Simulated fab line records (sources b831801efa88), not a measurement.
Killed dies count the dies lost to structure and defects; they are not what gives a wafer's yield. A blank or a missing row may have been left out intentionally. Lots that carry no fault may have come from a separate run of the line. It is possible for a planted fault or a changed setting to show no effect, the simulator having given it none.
A lot that was struck, set against a sound lot    flow sky130    25 out of 708 route steps
Sound: wafers L881.4, L881.5, L881.6. Struck: wafer L872.5 (L872.2, L872.4, from the same lot, were not struck and are left out); the cause is given at the end.
Per side, at each step with rows, come the tool, then ch with its chambers, and then its first start. Under that, the readings that differ: sound wafers    struck wafers    difference of the means    sigmas: that difference in standard deviations of wafers without a fault.
alike: a reading whose means differ by less than 2 such deviations, as well as words and numbers matching on both sides. not compared: withheld readings; readings where some wafer has no value; bounds like >300 that might hide an equal value; numbers whose values overlap and for which the record gives no deviation.
Wherever a step has rows on one side only, a row that says differs or no value, or a row with sigmas, the two part there. Numbers that don't overlap but have no deviation are shown without sigmas and don't part them. Lack of a reading on every wafer of one side parts them only where that side has two or more wafers.

first, 3 steps without rows for these wafers: SKY_CAP2M_EXPOSE_09 (exposes mask CAP2M, target cd 1000 nm); SKY_CAP2M_PEB_10; SKY_CAP2M_DEVELOP_11 (develop time 60 s).
SKY_CAP2M_OVL_MEAS_12:
  sound on overlay-01 at day 45 14:11; struck on overlay-02 at day 42 22:47
  alike: CAP2M_OVL
SKY_CAP2M_METAL_ETCH_13: etches TiN in Cl2/BCl3, stops on SiO2, target depth 220 nm, time 62.9 s.
  sound on rieMetal-02 ch 0, day 45 14:17; struck on rieMetal-03 ch 0, day 42 22:49
  alike: drypumpMotorCurrentA, oesProductAu, rfFwdPowerW, throttleValvePct
  not compared: rfHoursCounterH
then, 7 steps without rows for these wafers: SKY_CAP2M_STRIP_14 (strips in O2/N2); SKY_CAP2M_STRIP_15 (strips in post etch residue remover, time 1200 s); SKY_CAP2M_CLEAN_16 (cleans in IPA, time 180 s); SKY_CAP2M_CLEAN_17 (cleans in O3/DIW); SKY_METAL4_DEHYDRATE_05 (time 60 s); SKY_METAL4_HMDS_06 (prime time 60 s); SKY_METAL4_COAT_07 (resist thk 60 nm).
SKY_METAL4_COAT_08: resist thk 1140 nm.
  sound on lithoTrack-01 ch 0, day 46 01:00; struck on lithoTrack-04 ch 0, day 43 10:00
reading                                       sound           struck  difference  sigmas
model.KrF-thick_of_METAL4_COAT_08.thkNm (nm)  1139 1142 1146  1161    +19         
then, 4 steps without rows for these wafers: SKY_METAL4_SOFTBAKE_09 (time 90 s); SKY_METAL4_EXPOSE_10 (exposes mask MM4, target cd 300 nm); SKY_METAL4_PEB_11; SKY_METAL4_DEVELOP_12 (develop time 60 s).
SKY_METAL4_CD_MEAS_13 targets a cd of 300 nm.
  sound on cdSem-01 at day 46 11:44; struck on cdSem-02 at day 43 21:56
  alike: cdNm
SKY_METAL4_OVL_MEAS_14:
  sound on overlay-02 at day 46 11:49; struck on overlay-02 at day 43 22:03
  alike: METAL4_OVL
SKY_METAL4_DESCUM_15: chemistry O2, time 8 s.
  sound on rieMetal-03 ch 0,1, day 46 11:51; struck on rieMetal-01 ch 0, day 43 22:05
reading          sound              struck  difference  sigmas
rfFwdPowerW (W)  145.7 147.1 145.8  148.3   +2.1        +3
  alike: drypumpMotorCurrentA, oesProductAu
  not compared: rfHoursCounterH
SKY_METAL4_ETCH_16: etches BARC in N2/H2, stops on SiO2, time 88.2 s, target depth 60 nm.
  sound on rieMetal-03 ch 0,1, day 46 11:54; struck on rieMetal-01 ch 0, day 43 22:07
  alike: drypumpMotorCurrentA, oesProductAu, rfFwdPowerW, throttleValvePct
  not compared: rfHoursCounterH
SKY_METAL4_ETCH_17: etches SiO2 in C4F8/O2/Ar, stops on TiN, time 3.9 s, target depth 15 nm.
  sound on rieDiel-01 ch 0,1,2, day 46 11:58; struck on rieDiel-01 ch 0, day 43 22:13
  alike: oesProductAu, rfFwdPowerW
  not compared: rfHoursCounterH
SKY_METAL4_METAL_ETCH_18: etches the open film in Cl2/BCl3, stops on SiO2, target depth 845 nm, time 183.1 s.
  sound on rieMetal-04 ch 0,1, day 46 12:03; struck on rieMetal-03 ch 1, day 43 22:13
reading                                       sound              struck  difference  sigmas
model.KrF-thick_of_METAL4_COAT_08.thkNm (nm)  509.7 517.4 518.2  546.8   +31.7       
  alike: drypumpMotorCurrentA, oesProductAu, rfFwdPowerW, throttleValvePct
  not compared: rfHoursCounterH
SKY_METAL4_STRIP_19: strips in O2/N2.
  sound on plasmaAsher-04 ch 0,1, day 46 12:12; struck on plasmaAsher-01 ch 0, day 43 22:24
reading                   sound              struck  difference  sigmas
oesProductAu (a.u.)       0.503 0.498 0.495  0.518   +0.019      +3
stripTimeToEndpointS (s)  6.37 6.43 6.43     6.74    +0.33       +3
  alike: drypumpMotorCurrentA
  not compared: rfHoursCounterH
-- the record jumps here: 4 days lie between the struck wafers' starts before and after (it left off in module METAL4 and takes up again in module PAD_OPEN, whose first step shown is number 708 of the route) --
SKY_PAD_OPEN_PROBE_99:
  the record has rows for the struck wafers here (prober-02, day 48 03:12) and none for the sound ones

== WHERE THEY PART ==
First at SKY_METAL4_DESCUM_15; last, within this record, at SKY_PAD_OPEN_PROBE_99.

WHY: what the simulator had put in
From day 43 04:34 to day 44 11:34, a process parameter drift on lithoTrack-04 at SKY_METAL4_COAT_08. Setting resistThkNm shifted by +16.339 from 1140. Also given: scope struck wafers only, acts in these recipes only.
